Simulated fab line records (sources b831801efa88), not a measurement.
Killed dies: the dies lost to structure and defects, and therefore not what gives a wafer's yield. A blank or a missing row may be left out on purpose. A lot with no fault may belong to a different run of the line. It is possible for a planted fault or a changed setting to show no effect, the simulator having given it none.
fab line records	flow sky130
[record] lots = 5	wafers = 15	last_day = 50
route steps=708 shown METAL2@502 VIA2@507
lots untouched by any fault: they come from a run of this same line in which no faults occurred
start_h: the number of hours between the record's first day and the start of the first shown wafer of the lot	wait_h: how many hours have passed since the lot's step before this one	" same as the row above	L1.1+2: one row covering several wafers at once	- no value, or no start given	* or withheld: withheld	< > ~ a bound
route shown NAME@n: names a module that has steps shown in the file, with the first one's number in the route	usual: mean/standard deviation of fault-free wafers	same: alike in all rows	chamber/n: place in a boat	sites: each site's reading	_std_site: standard deviation across them	_edge_site: mean of outer sites minus mean of inner sites	radius_mm: for every site, how far away it sits from the centre of the wafer	mask NAME#n: copy n	behind: the most recent tool/chamber to have shaped the wafer	hold: cause of the lot's hold/its duration in hours/its outcome	device: which transistor (n, p or np) failed to switch	end of line: the route-end tests of the same wafers	a step given without rows: its recipe and nothing more	killed: dies that structure and defects cost at the first sort, which is not the same as the wafer's yield	map: dies across one wafer; x = killed, . = not, _ = none there
set.NAME: setting as actually run; set.NAME@STEP: the setting as run at that earlier step	model.NAME: the simulator's own value behind a step, which no gauge read
lots at some steps of the route; a table a step, a row a wafer
services: the hour from which a tool's chamber was out of use, counted from the record's first day as start_h (under 0 if before that day), plus the number of hours and why
[[steps]]
[step SKY_METAL2_METAL_ETCH_19]
[recipe] target_depth_a = 3600	stop_on = SiO2	over_etch_frac = 0.3	time_s = 78	chemistry = Cl2/BCl3	resist_sidewall_deg = 88	pressure_mtorr = 10	icp_w = 900	bias_w = 48.5	Cl2_flow_sccm = 60	bcl3_flow_sccm = 30
[usual] bcl3_flow_sccm = 30.02/0.092	drypump_motor_current_A = 5.6/0.5	oes_product_au = 0.854/0.0063	throttle_valve_pct = 22.264/0.0088
[same] over_etch_frac = 0.3
lot.wafer	tool	chamber	start_h	wait_h	bcl3_flow_sccm	drypump_motor_current_A	oes_product_au	rf_hours_counter_h	throttle_valve_pct
L078.2	rie_metal-01	0	848.16	0.0	29.96	6.2	0.847	19	22.267
L078.4	"	0	"	"	29.95	6.2	0.847	-	22.264
L078.5	"	1	"	"	29.95	5.2	0.846	-	22.257
L080.3	rie_metal-01	1	870.61	0.1	29.88	5.2	0.859	-	22.264
L080.4	"	0	"	"	30.02	6.3	0.858	-	22.280
L080.5	"	1	"	"	30.03	5.2	0.855	-	22.245
L086.2	rie_metal-01	1	917.05	0.1	30.13	5.2	0.853	-	22.267
L086.5	"	1	"	"	30.09	5.2	0.856	-	22.262
L086.6	"	1	"	"	30.10	5.2	0.859	-	22.273
L097.2	rie_metal-04	1	990.44	0.0	30.02	4.9	0.860	1	22.264
L097.3	"	0	"	"	30.01	6.2	0.863	-	22.269
L097.6	"	0	"	"	30.27	6.2	0.861	-	22.270
L095.1	rie_metal-03	0	990.51	0.0	30.02	5.4	0.851	11	22.244
L095.3	"	0	"	"	30.00	5.4	0.857	-	22.269
L095.6	"	1	"	"	29.95	6.1	0.853	-	22.255
[step SKY_METAL2_STRIP_20]
[recipe] chemistry = O2/N2	power_w = 1400	pressure_mtorr = 1500	platen_temp_c = withheld	o2_flow_sccm = 3000	n2_flow_sccm = 300	overash_fraction = 0.5
[usual] drypump_motor_current_A = 5.6/0.58	oes_product_au = 0.341/0.0049	strip_time_to_endpoint_s = 2.68/0.046
lot.wafer	tool	chamber	start_h	wait_h	drypump_motor_current_A	oes_product_au	rf_hours_counter_h	strip_time_to_endpoint_s
L078.2	plasma_asher-03	0	848.25	0.1	5.3	0.340	10	2.70
L078.4	"	0	"	"	5.3	0.343	-	2.71
L078.5	"	1	"	"	5.2	0.345	-	2.74
L080.3	plasma_asher-04	1	870.70	0.1	5.4	0.340	-	2.73
L080.4	"	0	"	"	6.6	0.343	-	2.71
L080.5	"	1	"	"	5.5	0.346	-	2.74
L086.2	plasma_asher-04	1	917.20	0.1	5.5	0.342	79	2.74
L086.5	"	1	"	"	5.5	0.346	-	2.74
L086.6	"	0	"	"	6.6	0.335	-	2.72
L097.2	plasma_asher-03	1	990.53	0.1	5.3	0.348	25	2.69
L097.3	"	1	"	"	5.2	0.339	-	2.70
L097.6	"	1	"	"	5.2	0.344	-	2.67
L095.1	plasma_asher-04	0	990.60	0.1	6.6	0.336	86	2.63
L095.3	"	1	"	"	5.5	0.332	-	2.63
L095.6	"	0	"	"	6.6	0.335	-	2.71
[step SKY_METAL2_STRIP_21]
[recipe] chemistry = post_etch_residue_remover	time_s = 1200	temp_c = 72.5
lot.wafer	tool	chamber	start_h	wait_h
L078.2+4+5	wet_bench-02	3	848.35	0.1
L080.3+4+5	wet_bench-04	2	870.77	0.0
L086.2+5+6	wet_bench-02	2	917.30	0.1
L097.2+3+6	wet_bench-03	0	990.63	0.1
L095.1+3+6	wet_bench-04	1	990.70	0.1
[step SKY_METAL2_CLEAN_22]
[recipe] chemistry = IPA	time_s = 180	temp_c = 25
lot.wafer	tool	chamber	start_h	wait_h
L078.2+4+5	wet_bench-04	3	848.69	0.0
L080.3+4+5	wet_bench-02	0	871.14	0.0
L086.2+5+6	wet_bench-03	3	917.65	0.0
L097.2+3+6	wet_bench-02	2	991.04	0.0
L095.1+3+6	wet_bench-03	3	991.04	0.0
[step SKY_METAL2_CLEAN_23]
[recipe] chemistry = O3/DIW	dry = n2_spin
lot.wafer	tool	chamber	start_h	wait_h
L078.2+4+5	wet_bench-02	0	848.75	0.0
L080.3+4+5	wet_bench-04	3	871.20	0.0
L086.2+5+6	wet_bench-02	3	917.70	0.0
L097.2+3+6	wet_bench-04	0	991.09	0.0
L095.1+3+6	wet_bench-02	3	991.11	0.0
[step SKY_VIA2_HDPCVD_00]
[recipe] material = SiO2	target_thk_nm = 1180	sigma_open_frac = 0.3	time_s = 196.7	temp_c = 400	sih4_flow_sccm = 60	pressure_mtorr = 6
lot.wafer	tool	chamber	start_h	wait_h
L078.2+4+5	hdpcvd-02	1,2,0	848.84	0.0
L080.3+4+5	hdpcvd-01	1,2,1	871.30	0.0
L086.2+5+6	hdpcvd-02	1,2,0	917.80	0.0
L097.2+3+6	hdpcvd-02	0,2,1	991.19	0.0
L095.1+3+6	hdpcvd-01	2,0,2	991.20	0.0
[step SKY_VIA2_THK_MEAS_01]
[recipe] reads = SiO2_of_VIA2_HDPCVD_00
[usual] VIA2_HDPCVD_THK = 1175/13
lot.wafer	tool	chamber	start_h	wait_h	VIA2_HDPCVD_THK[nm]
L078.2	film_metro-01	-	848.98	0.1	1180
L078.4	"	-	"	"	1164
L078.5	"	-	"	"	1185
L080.3	film_metro-01	-	871.45	0.1	1195
L080.4	"	-	"	"	1181
L080.5	"	-	"	"	1188
L086.2	film_metro-01	-	917.93	0.1	1175
L086.5	"	-	"	"	1163
L086.6	"	-	"	"	1170
L097.2	film_metro-04	-	991.32	0.1	1140
L097.3	"	-	"	"	1157
L097.6	"	-	"	"	1150
L095.1	film_metro-02	-	991.33	0.1	1178
L095.3	"	-	"	"	1189
L095.6	"	-	"	"	1173
[step SKY_VIA2_CMP_02]
[recipe] material = SiO2	down_force_psi = 4	platen_rpm = 60	pad_velocity_m_s = 0.94248
[usual] motor_current_A = 12.1/0.69
lot.wafer	tool	chamber	start_h	wait_h	motor_current_A
L078.4	cmp-01	0	849.03	0.0	12.3
L078.2	"	2	"	"	12.6
L078.5	"	0	"	"	12.6
L080.3	cmp-02	2	871.59	0.1	12.7
L080.4	"	3	"	"	11.2
L080.5	"	0	"	"	12.2
L086.2	cmp-02	1	918.08	0.1	11.9
L086.6	"	3	"	"	11.9
L086.5	"	0	"	"	12.1
L097.3	cmp-01	3	991.37	0.0	11.6
L097.2	"	1	"	"	11.6
L097.6	"	3	"	"	11.9
L095.3	cmp-02	2	991.39	0.0	12.9
L095.1	"	0	"	"	11.8
L095.6	"	2	"	"	12.4
[step SKY_VIA2_BOW_MEAS_03]
[recipe] mode = bow
[usual] VIA2_BOW = 87/7.7
lot.wafer	tool	chamber	start_h	wait_h	VIA2_BOW[um]
L078.2	film_metro-04	-	849.35	0.2	97
L078.4	"	-	"	"	95
L078.5	"	-	"	"	88
L080.3	film_metro-02	-	871.83	0.2	93
L080.4	"	-	"	"	98
L080.5	"	-	"	"	89
L086.2	film_metro-01	-	918.30	0.2	92
L086.5	"	-	"	"	104
L086.6	"	-	"	"	86
L095.1	film_metro-04	-	991.69	0.1	99
L095.3	"	-	"	"	99
L095.6	"	-	"	"	79
L097.2	film_metro-02	-	991.69	0.2	92
L097.3	"	-	"	"	80
L097.6	"	-	"	"	94
[step SKY_VIA2_DEHYDRATE_04]
[recipe] temp_c = 200	time_s = 60
[usual] exhaust_pa = 44.8/1.1
lot.wafer	tool	chamber	start_h	wait_h	exhaust_pa
L078.2	litho_track-01	0	861.88	12.5	44.6
L078.4	"	0	"	"	46.0
L078.5	"	0	"	"	45.7
L080.3	litho_track-04	0	884.68	12.8	47.0
L080.4	"	0	"	"	46.4
L080.5	"	0	"	"	45.5
L086.2	litho_track-01	0	929.93	11.6	44.8
L086.5	"	0	"	"	43.9
L086.6	"	0	"	"	43.3
L097.2	litho_track-01	0	1002.13	10.4	43.5
L097.3	"	0	"	"	44.6
L097.6	"	0	"	"	43.7
L095.1	litho_track-04	0	1002.33	10.6	46.0
L095.3	"	0	"	"	46.1
L095.6	"	0	"	"	46.8
[step SKY_VIA2_HMDS_05]
[recipe] prime_time_s = 60	prime_temp_c = 120
[usual] exhaust_pa = 45.0/0.86
lot.wafer	tool	chamber	start_h	wait_h	exhaust_pa
L078.2	litho_track-01	0	862.03	0.1	46.1
L078.4	"	0	"	"	45.2
L078.5	"	0	"	"	45.4
L080.3	litho_track-04	0	884.83	0.1	44.7
L080.4	"	0	"	"	45.1
L080.5	"	0	"	"	44.4
L086.2	litho_track-01	0	930.08	0.1	44.4
L086.5	"	0	"	"	44.5
L086.6	"	0	"	"	45.5
L097.2	litho_track-01	0	1002.28	0.1	45.5
L097.3	"	0	"	"	46.2
L097.6	"	0	"	"	45.9
L095.1	litho_track-04	0	1002.48	0.1	46.7
L095.3	"	0	"	"	44.6
L095.6	"	0	"	"	46.1
[step SKY_VIA2_COAT_06]
[recipe] resist = BARC	temp_c = withheld	time_s = withheld	spin_rpm = 3000	resist_thk_nm = 60
[usual] dispense_pressure_kPa = 46.2/0.32	exhaust_pa = 45.1/0.89
lot.wafer	tool	chamber	start_h	wait_h	dispense_pressure_kPa	exhaust_pa
L078.2	litho_track-01	0	862.18	0.1	46.0	45.4
L078.4	"	0	"	"	46.0	45.5
L078.5	"	0	"	"	45.9	46.8
L080.3	litho_track-04	0	884.98	0.1	46.0	43.8
L080.4	"	0	"	"	46.0	45.5
L080.5	"	0	"	"	46.0	44.3
L086.2	litho_track-01	0	930.23	0.1	45.9	43.7
L086.5	"	0	"	"	45.9	44.5
L086.6	"	0	"	"	46.0	44.7
L097.2	litho_track-01	0	1002.43	0.1	46.0	44.9
L097.3	"	0	"	"	46.0	45.2
L097.6	"	0	"	"	46.0	45.1
L095.1	litho_track-04	0	1002.63	0.1	45.9	44.8
L095.3	"	0	"	"	45.9	46.2
L095.6	"	0	"	"	45.9	45.4
[step SKY_VIA2_COAT_07]
[recipe] resist = KrF-thick	spin_rpm = 3000	resist_thk_nm = 450
[usual] dispense_pressure_kPa = 46.2/0.33	exhaust_pa = 44.9/0.94
lot.wafer	tool	chamber	start_h	wait_h	dispense_pressure_kPa	exhaust_pa
L078.2	litho_track-01	0	-	-	45.9	45.1
L078.4	"	0	"	"	46.0	44.2
L078.5	"	0	"	"	45.9	44.2
L080.3	litho_track-04	0	-	-	45.9	45.1
L080.4	"	0	"	"	46.0	45.0
L080.5	"	0	"	"	45.9	45.2
L086.2	litho_track-01	0	-	-	46.0	43.5
L086.5	"	0	"	"	46.0	44.0
L086.6	"	0	"	"	46.0	44.5
L097.2	litho_track-01	0	-	-	45.9	44.6
L097.3	"	0	"	"	45.9	45.6
L097.6	"	0	"	"	45.9	45.5
L095.1	litho_track-04	0	-	-	45.9	44.4
L095.3	"	0	"	"	45.9	45.3
L095.6	"	0	"	"	45.9	44.4
[step SKY_VIA2_SOFTBAKE_08]
[recipe] temp_c = 100	time_s = 90	resist = KrF-thick
[usual] exhaust_pa = 45.1/1
lot.wafer	tool	chamber	start_h	wait_h	exhaust_pa
L078.2	litho_track-01	0	-	-	44.4
L078.4	"	0	"	"	45.5
L078.5	"	0	"	"	45.9
L080.3	litho_track-04	0	-	-	44.7
L080.4	"	0	"	"	44.7
L080.5	"	0	"	"	44.3
L086.2	litho_track-01	0	-	-	45.6
L086.5	"	0	"	"	44.7
L086.6	"	0	"	"	45.0
L097.2	litho_track-01	0	-	-	45.2
L097.3	"	0	"	"	44.8
L097.6	"	0	"	"	45.1
L095.1	litho_track-04	0	-	-	44.1
L095.3	"	0	"	"	44.1
L095.6	"	0	"	"	43.9
[step SKY_VIA2_EXPOSE_09]
[recipe] mask_id = VIM2	na = 0.8	source_shape = annular	sigma_inner = 0.55	sigma_outer = 0.85	target_cd_nm = 200	dose_mj = 38
[same] sigma_outer = 0.85
lot.wafer	tool	chamber	start_h	wait_h	mask
L078.2+4+5	krf_scanner-01	0	-	-	VIM2#0
L080.3+4+5	krf_scanner-02	0	-	-	VIM2#0
L086.2+5+6	krf_scanner-02	0	-	-	VIM2#0
L097.2+3+6	krf_scanner-02	0	-	-	VIM2#0
L095.1+3+6	krf_scanner-02	0	-	-	VIM2#0
[step SKY_VIA2_PEB_10]
[recipe] peb_temp_c = withheld	peb_time_s = withheld	resist = KrF-thick
[usual] exhaust_pa = 45.0/0.83
lot.wafer	tool	chamber	start_h	wait_h	exhaust_pa
L078.2	litho_track-01	0	-	-	45.1
L078.4	"	0	"	"	44.6
L078.5	"	0	"	"	44.0
L080.3	litho_track-03	0	-	-	45.7
L080.4	"	0	"	"	44.9
L080.5	"	0	"	"	45.9
L086.2	litho_track-01	0	-	-	45.9
L086.5	"	0	"	"	44.6
L086.6	"	0	"	"	46.0
L097.2	litho_track-03	0	-	-	45.7
L097.3	"	0	"	"	44.5
L097.6	"	0	"	"	45.1
L095.1	litho_track-04	0	-	-	47.2
L095.3	"	0	"	"	45.7
L095.6	"	0	"	"	45.5
[step SKY_VIA2_DEVELOP_11]
[recipe] develop_time_s = 60	resist = KrF-thick	dev_temp_c = 21
[usual] exhaust_pa = 45.0/0.86
lot.wafer	tool	chamber	start_h	wait_h	exhaust_pa
L078.2	litho_track-01	0	-	-	44.9
L078.4	"	0	"	"	44.9
L078.5	"	0	"	"	45.3
L080.3	litho_track-03	0	-	-	45.4
L080.4	"	0	"	"	44.6
L080.5	"	0	"	"	44.2
L086.2	litho_track-01	0	-	-	45.0
L086.5	"	0	"	"	45.2
L086.6	"	0	"	"	45.3
L097.2	litho_track-03	0	-	-	43.0
L097.3	"	0	"	"	44.4
L097.6	"	0	"	"	43.8
L095.1	litho_track-04	0	-	-	44.4
L095.3	"	0	"	"	43.4
L095.6	"	0	"	"	45.2
[[services]]
tool	chamber	start_h	hours	kind
hdpcvd-02	-	829.35	2.8	pm
wet_bench-03	-	847.45	1.4	repair
cmp-01	-	854.13	1.8	repair
wet_bench-02	-	854.87	3.1	repair
krf_scanner-02	-	858.36	1.3	pm
hdpcvd-02	0	864.95	6.0	repair
rie_metal-01	-	888.85	2.8	pm
cmp-02	-	894.78	14.8	repair
krf_scanner-02	-	895.85	1.0	pm
plasma_asher-04	-	905.75	9.4	repair
krf_scanner-02	-	910.01	0.2	repair
cmp-02	-	912.00	4.0	pm
cmp-01	-	920.50	2.2	repair
wet_bench-02	-	928.81	7.6	repair
hdpcvd-01	0	932.32	5.6	repair
wet_bench-02	-	936.41	4.4	pm
hdpcvd-02	2	940.87	19.5	repair
cmp-02	-	946.64	2.4	repair
hdpcvd-02	-	950.25	15.0	pm
hdpcvd-02	1	958.36	11.0	repair
plasma_asher-04	-	980.43	0.8	repair
rie_metal-01	1	985.62	5.7	repair
krf_scanner-02	-	988.70	0.8	pm
plasma_asher-04	-	995.73	13.3	repair
[[key]]
fault none
